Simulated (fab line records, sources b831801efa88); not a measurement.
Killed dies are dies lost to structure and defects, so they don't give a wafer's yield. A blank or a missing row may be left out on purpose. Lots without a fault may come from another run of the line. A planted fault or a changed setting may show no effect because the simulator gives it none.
A struck lot beside a sound one | flow sky130 | 43 steps out of a route of 708
Sound: wafers L565.1, L565.2, L565.3. Struck: wafers L573.1, L573.2, L573.6. The cause comes at the end.
At each step with rows: each side's tool, then ch and its chambers, then its first start. Under that, the readings that differ: sound wafers | struck wafers | difference of the means | sigmas: that difference in standard deviations of wafers without a fault.
alike: readings whose means differ by less than 2 such deviations, and words and numbers that are the same on both sides. not compared: withheld readings, readings that some wafer has no value for, bounds like >300 that may hide the same value, and numbers for which the record gives no deviation and whose values overlap.
The two part at a step that has a row with sigmas, a row that says differs or no value, or rows on one side only. Numbers that don't overlap but have no deviation are shown without sigmas and don't part them. A reading that every wafer of one side lacks parts them only if that side has two wafers or more.

first, 6 steps without rows for these wafers: SKY_SONOS_TUNNEL_HMDS_01 (prime time 60 s); SKY_SONOS_TUNNEL_COAT_02 (resist thk 1140 nm); SKY_SONOS_TUNNEL_SOFTBAKE_03 (time 60 s); SKY_SONOS_TUNNEL_EXPOSE_04 (exposes mask TUNM, target cd 410 nm); SKY_SONOS_TUNNEL_PEB_05; SKY_SONOS_TUNNEL_DEVELOP_06 (develop time 60 s).
SKY_SONOS_TUNNEL_CD_MEAS_07: target cd 410 nm.
  sound on cd_sem-02, day 13 08:30; struck on cd_sem-02, day 15 10:54
  alike: cd_nm
SKY_SONOS_TUNNEL_OVL_MEAS_08:
  sound on overlay-01, day 13 08:37; struck on overlay-01, day 15 11:01
  alike: SONOS_TUNNEL_OVL
then, 3 steps without rows for these wafers: SKY_SONOS_TUNNEL_IMPLANT_09; SKY_SONOS_TUNNEL_WET_ETCH_10 (etches SiO2 in dHF, target depth 14 nm, time 280 s); SKY_SONOS_TUNNEL_STRIP_11 (strips in SPM, time 600 s).
SKY_SONOS_TUNNEL_TW_MEAS_12:
  sound on film_metro-03, day 13 09:04; struck on film_metro-03, day 15 11:28
  alike: SONOS_TUNNEL_TW
SKY_SONOS_TUNNEL_CLEAN_13: cleans in dHF, time 20 s.
  sound on wet_bench-04 ch 2, day 13 09:08; struck on wet_bench-01 ch 3, day 15 11:32
then, 1 step without rows for these wafers: SKY_SONOS_ONO_OXIDATION_00 (stabilise 600 s, purge 300 s, target thk 2.6 nm).
SKY_SONOS_ONO_THK_MEAS_01:
  sound on film_metro-02, day 13 10:29; struck on film_metro-03, day 15 12:53
  alike: SONOS_ONO_OXIDATION_THK
then, 1 step without rows for these wafers: SKY_SONOS_ONO_CVD_02 (deposits Si3N4 from DCS/NH3, target thk 10.5 nm, time 180 s).
SKY_SONOS_ONO_THK_MEAS_03:
  sound on film_metro-03, day 13 12:38; struck on film_metro-02, day 15 15:36
  alike: SONOS_ONO_CVD_02_THK
then, 1 step without rows for these wafers: SKY_SONOS_ONO_CVD_04 (deposits SiO2 from SiH4/N2O, target thk 5.7199 nm).
SKY_SONOS_ONO_THK_MEAS_05:
  sound on film_metro-04, day 13 13:56; struck on film_metro-03, day 15 17:32
  reading                   | sound          | struck         | difference | sigmas
  SONOS_ONO_CVD_04_THK (nm) | 5.51 5.45 5.48 | 5.70 5.85 5.64 | +0.25      | +2
then, 7 steps without rows for these wafers: SKY_SONOS_ONO_DEHYDRATE_06 (time 60 s); SKY_SONOS_ONO_HMDS_07 (prime time 60 s); SKY_SONOS_ONO_COAT_08 (resist thk 1140 nm); SKY_SONOS_ONO_SOFTBAKE_09 (time 60 s); SKY_SONOS_ONO_EXPOSE_10 (exposes mask ONOM, target cd 410 nm); SKY_SONOS_ONO_PEB_11; SKY_SONOS_ONO_DEVELOP_12 (develop time 60 s).
SKY_SONOS_ONO_CD_MEAS_13: target cd 410 nm.
  sound on cd_sem-02, day 14 16:25; struck on cd_sem-01, day 16 21:40
  alike: cd_nm
SKY_SONOS_ONO_OVL_MEAS_14:
  sound on overlay-01, day 14 16:32; struck on overlay-02, day 16 21:47
  alike: SONOS_ONO_OVL
SKY_SONOS_ONO_ETCH_15: etches the open film in CHF3/O2, target depth 19.52 nm, time 7.8 s.
  sound on rie_diel-01 ch 0,1,3, day 14 16:34; struck on rie_diel-01 ch 0,2,3, day 16 21:49
  alike: chamber_pressure_mTorr, chf3_flow_sccm, drypump_motor_current_A, oes_product_au, rf_fwd_power_W, throttle_valve_pct
  not compared: rf_hours_counter_h
then, 1 step without rows for these wafers: SKY_SONOS_ONO_WET_ETCH_16 (etches SiO2 in dHF, target depth 14 nm, time 280 s).
SKY_SONOS_ONO_STRIP_17: strips in O2/N2.
  sound on plasma_asher-02 ch 0,1, day 14 16:41; struck on plasma_asher-02 ch 0,1, day 16 21:56
  alike: chamber_pressure_mTorr, drypump_motor_current_A, oes_product_au, strip_time_to_endpoint_s
  not compared: rf_hours_counter_h
then, 3 steps without rows for these wafers: SKY_SONOS_ONO_WET_ETCH_18 (etches Si3N4 in H3PO4, target depth 15 nm, time 172 s); SKY_GATE_OXIDE_CLEAN_00 (cleans in SC1/SC2, time 150 s); SKY_GATE_OXIDE_OXIDATION_01 (stabilise 600 s, purge 300 s, target thk 10.268 nm).
SKY_GATE_OXIDE_THK_MEAS_02:
  sound on film_metro-04, day 14 18:18; struck on film_metro-02, day 16 23:34
  reading                          | sound             | struck         | difference | sigmas
  GATE_OXIDE_OXIDATION_00_THK (nm) | 10.38 10.45 10.25 | 9.74 9.84 9.83 | -0.56      | -3
then, 7 steps without rows for these wafers: SKY_GATE_OXIDE_DEHYDRATE_03 (time 60 s); SKY_GATE_OXIDE_HMDS_04 (prime time 60 s); SKY_GATE_OXIDE_COAT_05 (resist thk 1140 nm); SKY_GATE_OXIDE_SOFTBAKE_06 (time 60 s); SKY_GATE_OXIDE_EXPOSE_07 (exposes mask LVOM, target cd 600 nm); SKY_GATE_OXIDE_PEB_08; SKY_GATE_OXIDE_DEVELOP_09 (develop time 60 s).
-- the record jumps here: 32 days lie between the struck wafers' starts before and after (it left off in module GATE_OXIDE and takes up again in module PAD_OPEN, whose first step shown is number 708 of the route) --
SKY_PAD_OPEN_PROBE_99:
  the record has rows for the struck wafers here (prober-02, day 49 00:17) and none for the sound ones

WHERE THEY PART
First at SKY_SONOS_ONO_THK_MEAS_05; last, within this record, at SKY_PAD_OPEN_PROBE_99.

WHY: what the simulator had put in
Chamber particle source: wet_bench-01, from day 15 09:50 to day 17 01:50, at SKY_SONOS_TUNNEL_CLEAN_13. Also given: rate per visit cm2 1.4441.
